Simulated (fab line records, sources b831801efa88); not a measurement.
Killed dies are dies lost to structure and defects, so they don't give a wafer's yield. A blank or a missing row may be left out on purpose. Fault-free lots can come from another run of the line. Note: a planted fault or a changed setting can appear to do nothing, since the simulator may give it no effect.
Chamber matching || flow gf180mcu || GF_V2_CVD_02 on pecvd-04: 3 sister chambers
The step deposits SiO2 from TEOS, target thk 850 nm, time 94.851 s. 3 wafers are shown with their chamber, then 7 later ones without.

## WAFERS, EACH WITH ITS CHAMBER
{"wafer": "L654.3", "chamber": 0, "heaterPowerW (W)": 566}
{"wafer": "L655.1", "chamber": 1, "heaterPowerW (W)": 720}
{"wafer": "L655.2", "chamber": 2, "heaterPowerW (W)": 825}

## WAFERS WHOSE CHAMBER IS MISSING
{"wafer": "L655.6", "heaterPowerW (W)": 600}
{"wafer": "L661.2", "heaterPowerW (W)": 541}
{"wafer": "L661.3", "heaterPowerW (W)": 783}
{"wafer": "L661.4", "heaterPowerW (W)": 626}
{"wafer": "L662.2", "heaterPowerW (W)": 630}
{"wafer": "L662.3", "heaterPowerW (W)": 664}
{"wafer": "L662.5", "heaterPowerW (W)": 648}

## CHAMBER TAKEN BY EACH
{"wafer": "L655.6", "from the rows above": "can't be placed: 0 or 1", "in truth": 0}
{"wafer": "L661.2", "from the rows above": 0, "in truth": 0}
{"wafer": "L661.3", "from the rows above": "can't be placed: 2 or 1", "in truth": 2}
{"wafer": "L661.4", "from the rows above": "can't be placed: 0 or 1", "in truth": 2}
{"wafer": "L662.2", "from the rows above": "can't be placed: 0 or 1", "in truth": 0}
{"wafer": "L662.3", "from the rows above": "can't be placed: 1 or 0 or 2", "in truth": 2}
{"wafer": "L662.5", "from the rows above": "can't be placed: 1 or 0 or 2", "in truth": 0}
Placed correctly: 1 of 7. These rows do not allow placing 6 (true chamber among the candidates in 5). 0 placed wrongly.
How it was worked out, from the rows above alone: a wafer's distance from a chamber is the root of the sum, over the readings, of the square of ((its reading less the chamber's mean) divided by the reading's scatter). The wafer belongs to the nearest chamber; if the next one is less than 2 further off, it can't be placed. A chamber's mean is the mean of its shown wafers. The scatter: with one shown wafer a chamber, the root of the mean of the squares of how far each hidden wafer lies from its nearest shown one.
